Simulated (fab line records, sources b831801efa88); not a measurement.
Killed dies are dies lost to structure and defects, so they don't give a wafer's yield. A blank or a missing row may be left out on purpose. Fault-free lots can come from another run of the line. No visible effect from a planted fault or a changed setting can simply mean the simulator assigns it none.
Comparing a struck lot with a sound one | flow gf180mcu | 18 out of 602 route steps
Sound: these wafers, L796.1, L796.5, L796.6. Wafers L789.3, L789.4, L789.5 were the ones struck. The cause is named last.
For every step that has rows: the tool of each side, followed by ch and its chambers, followed by its first start. Under that, the readings that differ: sound wafers | struck wafers | difference of the means | sigmas: that difference in standard deviations of wafers without a fault.
alike: same words and numbers on both sides, and readings whose means sit less than 2 such deviations apart. not compared: any withheld reading, any reading some wafer has no value for, any bound like >300 that may hide the same value, and any number with overlapping values for which the record gives no deviation.
The two part at a step that has a row with sigmas, a row that says differs or no value, or rows on one side only. Numbers that have no deviation but don't overlap get no sigmas and don't part them. A reading that every wafer of one side lacks parts them only if that side has two wafers or more.

first, 3 steps without rows for these wafers: GF_V2_EXPOSE_11 (exposes mask Via2, target cd 260 nm); GF_V2_PEB_12 (peb time 90 s); GF_V2_DEVELOP_13 (develop time 60 s).
GF_V2_CD_MEAS_14: the cd target is 260 nm.
  sound on cd sem-02, day 26 19:22; struck on cd sem-02, day 24 19:00
  alike: cd nm
GF_V2_OVL_MEAS_15:
  sound on overlay-02, day 26 19:29; struck on overlay-01, day 24 19:05
  alike: V2_OVL
GF_V2_ETCH_16: etches BARC in N2/H2.
  sound on rie diel-03 ch 0,1,3, day 26 19:31; struck on rie diel-04 ch 0,1,2, day 24 19:07
  alike: drypump motor current A, n2 flow sccm, oes product au, throttle valve pct
GF_V2_ETCH_17: etches SiO2 in C4F8/O2/Ar, stops on TiN, target depth 630 nm.
  sound on rie diel-03 ch 0,1,3; struck on rie diel-04 ch 0,1,2
  alike: oes product au
GF_V2_STRIP_18: strips in O2/N2.
  sound on plasma asher-01 ch 0,1, day 26 19:39; struck on plasma asher-04 ch 0,1, day 24 19:17
  alike: drypump motor current A, heater power w, n2 flow sccm, oes product au
  not compared: rf hours counter h
then, 2 steps without rows for these wafers: GF_V2_STRIP_19 (strips in post etch residue remover, time 1200 s); GF_V2_CLEAN_20 (cleans in DIW).
GF_V2_SPUTTER_21: material Ti, target thk 15 nm, time 80.02 s.
  sound on pvd sputter-01, day 26 20:11; struck on pvd sputter-03, day 24 19:47
  alike: throttle valve pct
then, 1 step without rows for these wafers: GF_V2_SPUTTER_22 (material TiN, target thk 10 nm, time 40 s).
GF_V2_CVD_23: deposits W, target thk 350 nm, time 104.94 s.
  sound on cvd w-02 ch 0,1, day 26 20:17; struck on cvd w-01 ch 0,1, day 24 19:55
  reading                          | sound                | struck               | difference | sigmas
  heater power outer w (W)         | 572 426 591          | 611 793 814          | +210       | +3
  heater power w (W)               | 896 664 894          | 978 1256 1268        | +349       | +3
  susceptor temp C (C)             | 400.16 400.11 399.65 | 453.58 453.87 453.56 | +53.70     | +99 or more
  model.W_of_V2_CVD_23.thk nm (nm) | 356.4 350.4 351      | 576.3 584.6 583.7    | +228.9     |
GF_V2_RS_MEAS_24: uses a four-point probe to measure.
  sound on film metro-02, day 26 20:25; struck on film metro-03, day 24 20:02
  reading          | sound             | struck            | difference | sigmas
  V2_W_RS (ohm/sq) | 0.322 0.327 0.327 | 0.198 0.195 0.195 | -0.129     | -34
GF_V2_THK_MEAS_25: measures by xrf.
  sound on film metro-02, day 26 20:32; struck on film metro-03, day 24 20:08
  reading       | sound       | struck | difference                    | sigmas
  V2_W_THK (nm) | 353 348 349 | - - -  | no value on the struck wafers |
GF_V2_CMP_26: polishes, stops on SiO2, t overpolish 15 s, target thk 0 nm.
  sound on cmp-02 ch 1,2,3, day 26 20:44; struck on cmp-02 ch 0,1,2, day 24 20:26
  reading                    | sound             | struck            | difference | sigmas
  slurry filter dp kPa (kPa) | 13.21 13.63 13.16 | 13.58 13.69 13.64 | +0.30      | +2
  time to endpoint s (s)     | 84 85 85          | 145 143 140       | +58        | +17
  alike: motor current A
GF_M3_SPUTTER_00: material Ti, target thk 37.5 nm, time 150 s.
  sound on pvd sputter-01, day 26 20:53; struck on pvd sputter-01, day 24 20:44
  alike: throttle valve pct
-- the record jumps here: 8 days lie between the struck wafers' starts before and after (it left off in module M3 and takes up again in module PASSIVATION, whose first step shown is number 602 of the route) --
GF_PASSIVATION_PROBE_99:
  the record has rows for the struck wafers here (prober-02, day 32 13:30) and none for the sound ones

WHERE THEY PART
Earliest at GF_V2_CVD_23; latest, in this record, at GF_PASSIVATION_PROBE_99.

WHY: what had been put in by the simulator
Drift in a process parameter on cvd w-01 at GF_V2_CVD_23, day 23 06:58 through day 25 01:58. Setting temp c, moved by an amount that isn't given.
